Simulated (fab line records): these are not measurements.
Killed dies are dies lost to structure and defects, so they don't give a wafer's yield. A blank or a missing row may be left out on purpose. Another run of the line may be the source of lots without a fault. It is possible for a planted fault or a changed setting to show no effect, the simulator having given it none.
Which tool is to blame? | flow sky130 | 15 lots with 45 wafers sampled at 4 steps, on a route of 708 steps

== WHAT EACH GAUGE READ, for each wafer ==
No reading from a measuring or inspecting step in the record can be judged against a usual standard deviation.

== EACH LOT AND THE TOOL THAT RAN IT (in order: tool; ch and the chambers of the sampled wafers; start) ==
lot  | SKY_METAL1_SPUTTER_00        | SKY_METAL1_SPUTTER_02        | SKY_METAL1_DESCUM_17              | SKY_METAL2_SPUTTER_00
L367 | pvd_sputter-04, day 32 01:10 | pvd_sputter-04, day 32 01:13 | rie_metal-01 ch 0, day 33 04:19   | pvd_sputter-02, day 34 10:01
L368 | pvd_sputter-04, day 32 10:58 | pvd_sputter-04, day 32 11:01 | rie_metal-02 ch 1, day 33 14:32   | pvd_sputter-04, day 34 20:38
L369 | pvd_sputter-03, day 32 18:40 | pvd_sputter-03, day 32 18:43 | rie_metal-04 ch 0,1, day 33 21:58 | pvd_sputter-04, day 35 03:57
L370 | pvd_sputter-03, day 33 11:52 | pvd_sputter-03, day 33 11:55 | rie_metal-01 ch 0,1, day 34 15:29 | pvd_sputter-02, day 35 21:16
L371 | pvd_sputter-04, day 33 12:23 | pvd_sputter-04, day 33 12:26 | rie_metal-04 ch 0,1, day 34 16:08 | pvd_sputter-04, day 35 21:34
L373 | pvd_sputter-03, day 34 12:52 | pvd_sputter-03, day 34 12:54 | rie_metal-02 ch 0,1, day 35 15:27 | pvd_sputter-01, day 36 21:02
L380 | pvd_sputter-03, day 36 16:37 | pvd_sputter-03, day 36 16:40 | rie_metal-01 ch 0,1, day 37 18:44 | pvd_sputter-04, day 38 23:38
L381 | pvd_sputter-04, day 36 19:10 | pvd_sputter-04, day 36 19:13 | rie_metal-02 ch 0,1, day 37 21:38 | pvd_sputter-01, day 39 01:56
L382 | pvd_sputter-04, day 37 05:23 | pvd_sputter-04, day 37 05:26 | rie_metal-04 ch 0,1, day 38 07:42 | pvd_sputter-01, day 39 12:14
L384 | pvd_sputter-02, day 37 15:47 | pvd_sputter-02, day 37 15:50 | rie_metal-01 ch 1, day 38 18:11   | pvd_sputter-04, day 39 22:36
L385 | pvd_sputter-04, day 37 20:59 | pvd_sputter-04, day 37 21:02 | rie_metal-01 ch 0,1, day 38 23:11 | pvd_sputter-04, day 40 03:09
L386 | pvd_sputter-03, day 38 03:26 | pvd_sputter-03, day 38 03:29 | rie_metal-01 ch 0,1, day 39 05:31 | pvd_sputter-04, day 40 09:39
L388 | pvd_sputter-02, day 38 22:43 | pvd_sputter-02, day 38 22:46 | rie_metal-01 ch 0,1, day 40 00:14 | pvd_sputter-04, day 41 03:20
L387 | pvd_sputter-02, day 39 03:22 | pvd_sputter-02, day 39 03:25 | rie_metal-02 ch 0,1, day 40 05:17 | pvd_sputter-04, day 41 08:40
L389 | pvd_sputter-02, day 39 07:16 | pvd_sputter-02, day 39 07:19 | rie_metal-02 ch 0,1, day 40 08:44 | pvd_sputter-02, day 41 10:15
- SKY_METAL1_SPUTTER_00: material Ti, target thk 15 nm, time 10 s.
- SKY_METAL1_SPUTTER_02: material AlCu, target thk 250 nm, time 13.3 s.
- SKY_METAL1_DESCUM_17: chemistry O2, time 8 s.
- SKY_METAL2_SPUTTER_00: material Ti, target thk 15 nm, time 10 s.

== WHAT THE TOOLS THEMSELVES READ (means of the sampled wafers that have a number; where no wafer has one, the mark that the record gives instead) ==
SKY_METAL1_SPUTTER_00.
lot  | tool           | cathode_dc_power_W (W) | chamber_pressure_pa (Pa) | throttle_valve_pct (%)
L367 | pvd_sputter-04 | 3000.1                 | 0.3996                   | 29.9
L368 | pvd_sputter-04 | 2999.9                 | 0.4005                   | 29.5
L369 | pvd_sputter-03 | 3000.5                 | 0.4002                   | 29.1
L370 | pvd_sputter-03 | 3000.2                 | 0.4003                   | 30.1
L371 | pvd_sputter-04 | 2999.8                 | 0.4006                   | 29.5
L373 | pvd_sputter-03 | 3000.1                 | 0.3994                   | 30.5
L380 | pvd_sputter-03 | 2999.7                 | 0.4002                   | 30.3
L381 | pvd_sputter-04 | 3000.5                 | 0.3997                   | 29.8
L382 | pvd_sputter-04 | 2999.6                 | 0.4004                   | 30.0
L384 | pvd_sputter-02 | 3000.0                 | 0.4000                   | 30.2
L385 | pvd_sputter-04 | 2999.9                 | 0.4002                   | 29.6
L386 | pvd_sputter-03 | 2999.4                 | 0.4001                   | 28.5
L388 | pvd_sputter-02 | 2999.7                 | 0.4008                   | 30.0
L387 | pvd_sputter-02 | 3000.1                 | 0.3999                   | 30.0
L389 | pvd_sputter-02 | 3000.1                 | 0.3997                   | 30.0

SKY_METAL1_SPUTTER_02.
lot  | tool           | cathode_dc_power_W (W) | chamber_pressure_pa (Pa) | throttle_valve_pct (%)
L367 | pvd_sputter-04 | 10599                  | 0.3998                   | 30.2
L368 | pvd_sputter-04 | 10602                  | 0.3993                   | 29.6
L369 | pvd_sputter-03 | 10599                  | 0.3990                   | 29.0
L370 | pvd_sputter-03 | 10600                  | 0.3997                   | 30.2
L371 | pvd_sputter-04 | 10599                  | 0.3992                   | 29.6
L373 | pvd_sputter-03 | 10599                  | 0.4009                   | 30.6
L380 | pvd_sputter-03 | 10599                  | 0.4001                   | 30.2
L381 | pvd_sputter-04 | 10600                  | 0.4003                   | 29.9
L382 | pvd_sputter-04 | 10598                  | 0.4001                   | 30.1
L384 | pvd_sputter-02 | 10600                  | 0.3997                   | 30.2
L385 | pvd_sputter-04 | 10600                  | 0.4005                   | 29.8
L386 | pvd_sputter-03 | 10599                  | 0.3996                   | 28.8
L388 | pvd_sputter-02 | 10599                  | 0.3993                   | 29.8
L387 | pvd_sputter-02 | 10601                  | 0.3994                   | 30.0
L389 | pvd_sputter-02 | 10599                  | 0.3999                   | 30.2

SKY_METAL1_DESCUM_17.
lot  | tool         | drypump_motor_current_A (A) | oes_product_au (a.u.)
L367 | rie_metal-01 | 6.2                         | 0.976
L368 | rie_metal-02 | 5.7                         | 0.986
L369 | rie_metal-04 | 5.9                         | 1.001
L370 | rie_metal-01 | 6.3                         | 0.987
L371 | rie_metal-04 | 5.9                         | 0.990
L373 | rie_metal-02 | 6.0                         | 0.996
L380 | rie_metal-01 | 6.3                         | 0.993
L381 | rie_metal-02 | 5.8                         | 0.983
L382 | rie_metal-04 | 6.2                         | 0.988
L384 | rie_metal-01 | 6.4                         | 1.009
L385 | rie_metal-01 | 6.3                         | 1.000
L386 | rie_metal-01 | 6.2                         | 0.995
L388 | rie_metal-01 | 6.3                         | 1.007
L387 | rie_metal-02 | 5.8                         | 0.975
L389 | rie_metal-02 | 5.8                         | 0.969

SKY_METAL2_SPUTTER_00.
lot  | tool           | cathode_dc_power_W (W) | chamber_pressure_pa (Pa) | throttle_valve_pct (%)
L367 | pvd_sputter-02 | 2999.8                 | 0.4000                   | 30.0
L368 | pvd_sputter-04 | 3000.3                 | 0.3997                   | 30.3
L369 | pvd_sputter-04 | 2999.5                 | 0.4001                   | 29.3
L370 | pvd_sputter-02 | 2999.7                 | 0.4006                   | 30.9
L371 | pvd_sputter-04 | 3000.0                 | 0.4002                   | 29.6
L373 | pvd_sputter-01 | 2999.4                 | 0.3996                   | 29.4
L380 | pvd_sputter-04 | -                      | -                        | -
L381 | pvd_sputter-01 | -                      | -                        | -
L382 | pvd_sputter-01 | -                      | -                        | -
L384 | pvd_sputter-04 | 2999.9                 | 0.4000                   | 30.4
L385 | pvd_sputter-04 | 3000.1                 | 0.3992                   | 29.9
L386 | pvd_sputter-04 | 3000.3                 | 0.4001                   | 29.3
L388 | pvd_sputter-04 | 3000.4                 | 0.3993                   | 29.7
L387 | pvd_sputter-04 | 3000.4                 | 0.4005                   | 29.8
L389 | pvd_sputter-02 | 3000.2                 | 0.3998                   | 30.4

== THE ANSWER, worked out from the rows above alone ==
Rule: usual is defined by the lots themselves. The widest of any qualifying gaps counts: lots, ordered by their means at a reading, are off when they make up no more than a third of the lots, leave a main group of 4 or more, and stand apart from it by 3 or more times the standard deviation of that group's means. The tables above print the reading to a certain number of digits; a main group whose means all agree to those digits is not used. A lot without any number at a reading at which 4 lots or more have one is off too. Where the step has rows for the other lots, those lots are counted as sound. Order of review: gauges by route order, followed by the tools' own readings, for which a lot's mean as printed above is used. At the first step where some lot is off, the reading lying furthest off is the one used; lots without a number count as furthest.
Off: L380, L381, L382 (SKY_METAL2_SPUTTER_00, cathode_dc_power_W). Without a number there: L380, L381, L382. The main group has a mean of 3000.0 W with a standard deviation of 0.33.
If a tool, at that step or one of the process steps before it, ran each lot that is off and ran no sound lot following the first of them, it fits. Of those tried, none fits.

== WHAT THE SIMULATOR HAD PUT IN ==
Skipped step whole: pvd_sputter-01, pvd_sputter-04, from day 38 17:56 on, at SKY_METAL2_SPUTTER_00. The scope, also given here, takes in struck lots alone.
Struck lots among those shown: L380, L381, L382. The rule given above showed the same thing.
